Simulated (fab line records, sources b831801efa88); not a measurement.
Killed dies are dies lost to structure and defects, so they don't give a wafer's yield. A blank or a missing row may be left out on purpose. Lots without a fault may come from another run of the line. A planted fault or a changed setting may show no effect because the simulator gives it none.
fab line records | flow sky130
record lots=5 wafers=15 last_day=49
route steps=708 shown LI_CONTACT@376 LOCAL_INTERCONNECT@387 CONTACT@406 PAD_OPEN@708
lots that met no fault: from a run of the same line without faults
start_h: hours from the record's first day to the start of the lot's first wafer shown | wait_h: hours since the lot's step before | " the same as in the row above | L1.1+2: a row that stands for several wafers | - no value, or no start given | * or withheld: withheld | < > ~ a bound
route shown NAME@n: a module of which the file shows steps, and the number in the route of the first | usual: mean/standard deviation of fault-free wafers | same: alike in all rows | chamber/n: place in a boat | sites: the reading at each site | _std_site: their standard deviation | _edge_site: outer sites' mean less inner sites' | radius_mm: how far each site lies from the wafer's centre | mask NAME#n: copy n | behind: the tool/chamber that last shaped the wafer | hold: why the lot was held/for how many hours/how that ended | device: the transistor (n, p or np) that didn't switch | end of line: the same wafers' tests at the end of the route | a step without rows: its recipe alone | killed: dies lost to structure and defects at the first sort, not the wafer's yield | map: a wafer's dies, x killed, . not, _ none there
set.NAME: the setting as run; set.NAME@STEP: as run at that earlier step | model.NAME: the simulator's own value behind a step, which no gauge read
lots at some steps of the route; a table a step, a row a wafer
services: from which hour (start_h, from the record's first day; less than 0 if before it) a tool's chamber was out of use, for how many hours, and why
## steps
# step SKY_LI_CONTACT_ETCH_14
# recipe chemistry=N2/H2 target=BARC ion_energy_ev=200 source_w=500 bias_w=97.51 pressure_mtorr=30 n2_flow_sccm=100 h2_flow_sccm=200 stop_on=SiO2 time_s=45.9 target_depth_a=600
# step SKY_LI_CONTACT_ETCH_15
# recipe target=PSG chemistry=C4F8/O2/Ar stop_on=Si taper_deg=4.15 mask_material=KrF-thick source_w=1500 bias_w=1200 pressure_mtorr=40 c4f8_flow_sccm=withheld O2_flow_sccm=6 Ar_flow_sccm=300 time_s=withheld target_depth_a=6000
# step SKY_LI_CONTACT_STRIP_16
# recipe chemistry=O2/N2 power_w=1400 pressure_mtorr=1500 platen_temp_c=withheld o2_flow_sccm=3000 n2_flow_sccm=300 overash_fraction=0.5
# step SKY_LI_CONTACT_CLEAN_17
# recipe chemistry=NMP time_s=600 temp_c=60 dry=n2_spin
# step SKY_LI_CONTACT_PRE_CLEAN_18
# recipe gas=Ar time_s=5.6 bias_v=358
# step SKY_LI_CONTACT_SPUTTER_19
# recipe material=Ti target_thk_nm=20 chamber_pressure_pa=5 power_w=2500 substrate_temp_c=200 time_s=106.37
# step SKY_LI_CONTACT_SPUTTER_20
# recipe material=TiN target_thk_nm=20 chamber_pressure_pa=5 power_w=4000 time_s=80
# step SKY_LI_CONTACT_CVD_21
# recipe material=W target_thk_nm=400 time_s=120.56 temp_c=400 pressure_torr=40
# step SKY_LI_CONTACT_CMP_24
# recipe stop_on=PSG t_overpolish_s=20 down_force_psi=3.5 platen_rpm=60 target_thk_nm=0 pad_velocity_m_s=0.94248
# step SKY_LOCAL_INTERCONNECT_SPUTTER_00
# recipe material=TiN target_thk_nm=100 temp_c=300 power_w=6500 time_s=83.3 chamber_pressure_pa=0.4
# usual throttle_valve_pct=30.8/0.82
# columns lot.wafer tool chamber start_h wait_h throttle_valve_pct
L725.2 pvd_sputter-04 - 740.51 0.1 31.2
L725.3 " - " " 30.8
L725.4 " - " " 30.8
L726.2 pvd_sputter-03 - 761.19 0.1 29.4
L726.5 " - " " 31.8
L726.6 " - " " 31.0
L730.2 pvd_sputter-03 - 786.41 0.1 29.0
L730.3 " - " " 31.6
L730.4 " - " " 29.7
L733.1 pvd_sputter-03 - 799.26 0.2 31.1
L733.2 " - " " 29.9
L733.4 " - " " 29.0
L734.1 pvd_sputter-03 - 817.91 0.1 31.1
L734.4 " - " " 29.2
L734.6 " - " " 28.9
# step SKY_LOCAL_INTERCONNECT_DEHYDRATE_03
# recipe temp_c=200 time_s=60
# step SKY_LOCAL_INTERCONNECT_HMDS_04
# recipe prime_time_s=60 prime_temp_c=120
# step SKY_LOCAL_INTERCONNECT_COAT_05
# recipe resist=BARC temp_c=withheld time_s=withheld spin_rpm=3000 resist_thk_nm=60
# step SKY_LOCAL_INTERCONNECT_COAT_06
# recipe resist=KrF-thick spin_rpm=2949 resist_thk_nm=450
# step SKY_LOCAL_INTERCONNECT_SOFTBAKE_07
# recipe temp_c=100 time_s=90 resist=KrF-thick
# step SKY_LOCAL_INTERCONNECT_EXPOSE_08
# recipe mask_id=LI1M na=0.8 source_shape=annular sigma_inner=0.55 sigma_outer=0.85 target_cd_nm=170 dose_mj=28
# step SKY_LOCAL_INTERCONNECT_PEB_09
# recipe peb_temp_c=withheld peb_time_s=withheld resist=KrF-thick
# step SKY_LOCAL_INTERCONNECT_DEVELOP_10
# recipe develop_time_s=60 resist=KrF-thick dev_temp_c=21
# step SKY_LOCAL_INTERCONNECT_ETCH_13
# recipe chemistry=N2/H2 target=BARC ion_energy_ev=200 bias_w=100 pressure_mtorr=30 n2_flow_sccm=100 h2_flow_sccm=200 icp_w=500 stop_on=SiO2 time_s=45.9 target_depth_a=600
# step SKY_LOCAL_INTERCONNECT_METAL_ETCH_14
# recipe target_depth_nm=110 stop_on=PSG chemistry=Cl2/BCl3 target=TiN resist_sidewall_deg=88 pressure_mtorr=10 icp_w=900 bias_w=48.5 Cl2_flow_sccm=60 bcl3_flow_sccm=30 time_s=31.4
# step SKY_LOCAL_INTERCONNECT_STRIP_15
# recipe chemistry=O2/N2 power_w=1400 pressure_mtorr=1500 platen_temp_c=withheld o2_flow_sccm=3000 n2_flow_sccm=300 overash_fraction=0.5
# step SKY_LOCAL_INTERCONNECT_STRIP_16
# recipe chemistry=post_etch_residue_remover time_s=1200 temp_c=72.5
# step SKY_LOCAL_INTERCONNECT_CLEAN_17
# recipe chemistry=IPA time_s=180 temp_c=25
# step SKY_LOCAL_INTERCONNECT_CLEAN_18
# recipe chemistry=O3/DIW dry=n2_spin
# step SKY_CONTACT_CVD_00
# recipe material=Si3N4 target_thk_nm=75 temp_c=400 time_s=withheld rf_w=450
# step SKY_CONTACT_HDPCVD_02
# recipe material=SiO2 target_thk_nm=565 sigma_open_frac=0.3 time_s=94.2 temp_c=600 sih4_flow_sccm=60 pressure_mtorr=6
# step SKY_CONTACT_CMP_04
# recipe material=SiO2 down_force_psi=4 platen_rpm=60 pad_velocity_m_s=0.94248
# step SKY_CONTACT_DEHYDRATE_06
# recipe temp_c=200 time_s=60
# step SKY_CONTACT_HMDS_07
# recipe prime_time_s=60 prime_temp_c=120
# step SKY_CONTACT_COAT_08
# recipe resist=BARC temp_c=withheld time_s=withheld spin_rpm=3000 resist_thk_nm=60
# step SKY_CONTACT_COAT_09
# recipe resist=KrF-thick spin_rpm=3000 resist_thk_nm=450
# step SKY_CONTACT_SOFTBAKE_10
# recipe temp_c=100 time_s=90 resist=KrF-thick
# step SKY_PAD_OPEN_PROBE_99
# usual killed_at_M0_to_M3=42/7.1 killed_at_M4_up=3.0/1.7 killed_at_contacts=25/5 killed_at_front_end=16/4.4 killed_at_other=0.5/1.4 killed_dies=87/9.2 killed_open=47/6.2 killed_short=39/6.6
# same gross_dies=492 killed_at_back_side=0
# columns lot.wafer tool chamber start_h wait_h killed_at_M0_to_M3 killed_at_M4_up killed_at_contacts killed_at_front_end killed_at_other killed_dies killed_open killed_short
L725.2 prober-01 - 1121.14 0.1 38 3 27 14 0 82 42 39
L725.3 prober-01 - 1121.19 0.2 39 4 27 22 2 94 52 40
L725.4 prober-01 - 1121.24 0.2 36 2 28 20 1 87 50 36
L726.2 prober-02 - 1136.35 0.1 38 4 27 21 1 91 52 38
L726.5 prober-02 - 1136.50 0.2 52 2 19 15 0 88 35 53
L726.6 prober-02 - 1136.55 0.2 47 3 27 13 0 90 42 48
L730.2 prober-01 - 1152.94 0.1 42 5 69 9 0 125 39 38
L730.3 prober-01 - 1152.99 0.2 41 3 70 6 0 120 44 23
L730.4 prober-01 - 1153.04 0.2 33 1 42 12 0 88 32 28
L733.1 prober-02 - 1162.26 0.1 47 6 68 19 0 140 47 46
L733.2 prober-02 - 1162.31 0.1 30 5 43 18 0 96 41 28
L733.4 prober-02 - 1162.41 0.2 35 0 71 16 0 122 44 25
L734.1 prober-01 - 1175.93 0.1 33 1 71 13 0 118 34 36
L734.4 prober-01 - 1176.08 0.2 45 2 87 12 0 146 48 50
L734.6 prober-01 - 1176.18 0.2 45 4 70 24 0 143 44 50
# killed by level:class
L725.2 CONTACT:geometric_particle:open=13 VIA1:geometric_particle:open=7 POLY_GATE:geometric_particle:open=5 VIA1:geometric_particle:short=5 METAL2:geometric_particle:short=5 VIA2:geometric_particle:open=5 POLY_GATE:geometric_particle:short=4 METAL3:geometric_particle:short=4
L725.3 CONTACT:geometric_particle:open=10 VIA1:geometric_particle:open=8 METAL2:geometric_particle:short=8 FIELD_ISO:geometric_particle:open=7 LI_CONTACT:geometric_particle:open=7 FIELD_ISO:geometric_particle:short=5 LOCAL_INTERCONNECT:geometric_particle:short=5 METAL3:geometric_particle:short=5
L725.4 CONTACT:geometric_particle:open=12 VIA1:geometric_particle:open=9 LI_CONTACT:geometric_particle:open=7 FIELD_ISO:geometric_particle:open=6 POLY_GATE:geometric_particle:short=6 VIA2:geometric_particle:short=5 LOCAL_INTERCONNECT:geometric_particle:short=5 VIA1:geometric_particle:short=5
L726.2 CONTACT:geometric_particle:open=11 VIA1:geometric_particle:open=9 LI_CONTACT:geometric_particle:open=7 FIELD_ISO:geometric_particle:open=6 METAL2:geometric_particle:short=6 METAL1:geometric_particle:short=6 VIA3:geometric_particle:open=6 POLY_GATE:geometric_particle:short=5
L726.5 VIA1:geometric_particle:open=10 METAL2:geometric_particle:short=8 METAL1:geometric_particle:short=7 VIA2:geometric_particle:open=7 VIA1:geometric_particle:short=6 FIELD_ISO:geometric_particle:open=5 CONTACT:geometric_particle:short=5 LOCAL_INTERCONNECT:geometric_particle:short=5
L726.6 VIA1:geometric_particle:open=9 CONTACT:geometric_particle:short=8 METAL2:geometric_particle:short=8 VIA2:geometric_particle:open=7 CONTACT:geometric_particle:open=6 VIA3:geometric_particle:open=6 FIELD_ISO:geometric_particle:short=5 POLY_GATE:geometric_particle:open=5
L730.2 LOCAL_INTERCONNECT:unspecified=46 VIA1:geometric_particle:open=14 VIA2:geometric_particle:open=7 LOCAL_INTERCONNECT:geometric_particle:short=6 CONTACT:geometric_particle:short=6 CONTACT:geometric_particle:open=5 METAL1:geometric_particle:short=5 VIA1:geometric_particle:short=4
L730.3 LOCAL_INTERCONNECT:unspecified=53 VIA1:geometric_particle:open=10 VIA3:geometric_particle:open=8 LI_CONTACT:geometric_particle:open=7 CONTACT:geometric_particle:open=7 VIA2:geometric_particle:open=6 VIA1:geometric_particle:short=4 FIELD_ISO:geometric_particle:short=3
L730.4 LOCAL_INTERCONNECT:unspecified=28 VIA1:geometric_particle:open=8 CONTACT:geometric_particle:open=5 VIA2:geometric_particle:open=5 POLY_GATE:geometric_particle:short=4 METAL1:geometric_particle:short=4 VIA3:geometric_particle:open=4 LI_CONTACT:geometric_particle:open=3
L733.1 LOCAL_INTERCONNECT:unspecified=47 CONTACT:geometric_particle:open=10 VIA3:geometric_particle:open=9 METAL1:geometric_particle:short=7 FIELD_ISO:geometric_particle:short=6 VIA1:geometric_particle:open=6 METAL4:geometric_particle:short=6 METAL2:geometric_particle:short=5
L733.2 LOCAL_INTERCONNECT:unspecified=27 POLY_GATE:geometric_particle:open=8 CONTACT:geometric_particle:open=8 VIA1:geometric_particle:open=8 METAL2:geometric_particle:short=6 FIELD_ISO:geometric_particle:short=3 LI_CONTACT:geometric_particle:short=3 LI_CONTACT:geometric_particle:open=3
L733.4 LOCAL_INTERCONNECT:unspecified=53 CONTACT:geometric_particle:open=9 VIA1:geometric_particle:open=9 VIA3:geometric_particle:open=7 VIA1:geometric_particle:short=5 FIELD_ISO:geometric_particle:open=4 CONTACT:geometric_particle:short=4 SPACER:geometric_particle:open=3
L734.1 LOCAL_INTERCONNECT:unspecified=48 CONTACT:geometric_particle:open=8 VIA1:geometric_particle:open=5 VIA2:geometric_particle:open=5 VIA3:geometric_particle:short=5 POLY_GATE:geometric_particle:open=4 LI_CONTACT:geometric_particle:open=4 LOCAL_INTERCONNECT:geometric_particle:short=4
L734.4 LOCAL_INTERCONNECT:unspecified=48 CONTACT:geometric_particle:open=14 METAL2:geometric_particle:short=11 CONTACT:geometric_particle:short=10 VIA3:geometric_particle:open=8 VIA1:geometric_particle:open=8 LI_CONTACT:geometric_particle:open=6 METAL1:geometric_particle:short=6
L734.6 LOCAL_INTERCONNECT:unspecified=49 FIELD_ISO:geometric_particle:short=10 METAL2:geometric_particle:short=7 VIA3:geometric_particle:open=7 LI_CONTACT:geometric_particle:open=6 METAL1:geometric_particle:short=6 VIA1:geometric_particle:open=5 LOCAL_INTERCONNECT:geometric_particle:short=5
# map L730.2 (x killed, . not)
__________x......x.._________
________x.x.........x._______
______.....x.........xx._____
_____.........x.......xxx____
____..x....x..........x.x.___
___...x................x...__
__..............x......x...._
_..................xx........
_..x......x........xxx.......
_....xxx...........x.........
_....x.....x.x.x.x...xx.x....
_.....x....xxx.x..xx.xx......
_....x......xxx.xxx.xxxx.xxx.
_.x.x......x...xxxxxxxxx.....
_.......x.......xxxxxxxxx....
__..............xxxxxxx.x.x._
___.....x.....xxxxxxxxx..x.__
____..........x.x.xxxx....___
_____..x........xxx.xx...____
______...x.x.........x.._____
________x.x..x.x...x.._______
__________.......x.._________
# map L733.1 (x killed, . not)
__________.....xx..._________
________..xx..x......._______
______x..x....x.x......._____
_____..x..x.........xx...____
____.x..x......x..........___
___..x.......xx.x..x.......__
__.........x..........x..xx._
_......x.................xx..
_.x...x....x......x.x......x.
_.............xx.....x....x..
_......x...x.........x......x
_..x.....xx..x.x.........x...
_...x.x...x.xxx..x.....x.....
_.x.x......x.......x.xx......
_x.x.x....xx...xxxxx..x...xx.
__.x.......x...xxxxxx...x.x._
___.....x.....xxxxxxx......__
____..xx......xxxxxxx.xx..___
_____........xxxxxxxxxx.x____
______.......xxxxxxxxx.x_____
________.x..xxxxxxxx.x_______
__________.x...xx.xx_________
## services
# columns tool chamber start_h hours kind
pvd_sputter-03 - 803.80 0.9 repair
## key
first_sign step=SKY_PAD_OPEN_PROBE_99 reading=killed_at_contacts direction=up sigmas=8 usual=25 struck=66
effect step=SKY_PAD_OPEN_PROBE_99 reading=killed_dies direction=up sigmas=3.8 usual=87 struck=122
met_at SKY_LOCAL_INTERCONNECT_SPUTTER_00
struck_wafers L730.2,L730.3,L730.4,L733.1,L733.2,L733.4,L734.1,L734.4,L734.6
tester_left_out L730,L733,L734
onset_between 761.19 786.41
also_fits time
fault kind=chamber_particle_source tool=pvd_sputter-03 chamber=- onset_h=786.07 steps=SKY_LOCAL_INTERCONNECT_SPUTTER_00 rate_per_visit_cm2=0.65963 end_h=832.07
# tester_left_out: of these lots the tester's yield and bins aren't shown, on N5 and GAA mostly nor the transistor test; their killed dies are dies lost to structure and defects alone, not to doping, threshold or leakage, so they don't give the yield
